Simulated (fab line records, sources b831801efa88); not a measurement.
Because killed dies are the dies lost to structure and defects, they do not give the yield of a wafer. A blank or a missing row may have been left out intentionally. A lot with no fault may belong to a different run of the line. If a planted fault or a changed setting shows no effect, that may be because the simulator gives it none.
A single fault, viewed from 2 desks | flow gf180mcu | each desk has only its own numbers; what lay behind them comes last

## THE METROLOGY DESK
Means of the sampled wafers that have a number, per lot and without regard to the tool the lot ran on: this is what the gauges read. A lot is out of limits, marked OUT, if its mean lies more than 4 standard deviations from the usual mean; the brackets give that distance.
Columns: A = M4_ALCU_THK at GF_M4_THK_MEAS_06, usual 451 nm
lot  | first seen here | A
L780 | day 23 04:59    | 444
L781 | day 23 21:41    | 445
L782 | day 24 10:09    | 452
L786 | day 25 15:27    | 450
L787 | day 25 23:07    | 449
L788 | day 26 06:26    | 454
L789 | day 26 13:49    | 459
L790 | day 26 19:10    | 451
L791 | day 27 04:12    | 437
L799 | day 29 13:03    | 459
L801 | day 30 06:13    | 458
L802 | day 30 12:22    | 451
This desk found nothing out of limits on any of the 12 lots.

## DESK OF THE TOOL OWNER: rie_diel-02
The tool's own readings at GF_V3_ETCH_17 (etches SiO2 in C4F8/O2/Ar, stops on TiN, target depth 635 nm): means of the sampled wafers that have a number, for each lot that ran on this tool. A lot is out of limits, marked OUT, if its mean lies more than 4 standard deviations from the usual mean; the brackets give that distance.
Columns: A = bias_w at GF_V3_ETCH_17, usual 1200 W; B = oes_product_au at GF_V3_ETCH_17, usual 0.856 a.u.
lot  | first seen here | A             | B
L781 | day 23 20:00    | 1202          | 0.856
L786 | day 25 13:00    | 1199          | 0.857
L787 | day 25 21:00    | 1201          | 0.853
L789 | day 26 12:00    | 971 (-62) OUT | 0.858
L791 | day 27 02:00    | 970 (-62) OUT | 0.854
This desk's finding: out of limits on L789, L791; first on L789, day 26 12:00 (bias_w at GF_V3_ETCH_17). L781, L786, L787 stayed within limits.

## BROUGHT TOGETHER
At day 26 12:00, on L789, L791, the tool owner's desk was in a position to raise an alarm.
Metrology desk: nothing out of limits seen.
The metrology desk holds a record of L789, L791, inside its limits.
On rie_diel-02, each named lot ran GF_V3_ETCH_17.

## WHAT THE SIMULATOR HAD INSERTED
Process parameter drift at GF_V3_ETCH_17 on rie_diel-02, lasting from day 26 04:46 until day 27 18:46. Setting bias_w shifted by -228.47 from 1200. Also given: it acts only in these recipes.
Struck lots among those shown: L789, L791.
How many hours passed from the start of the fault until each desk's first out-of-limits reading: the tool owner's desk, 7.
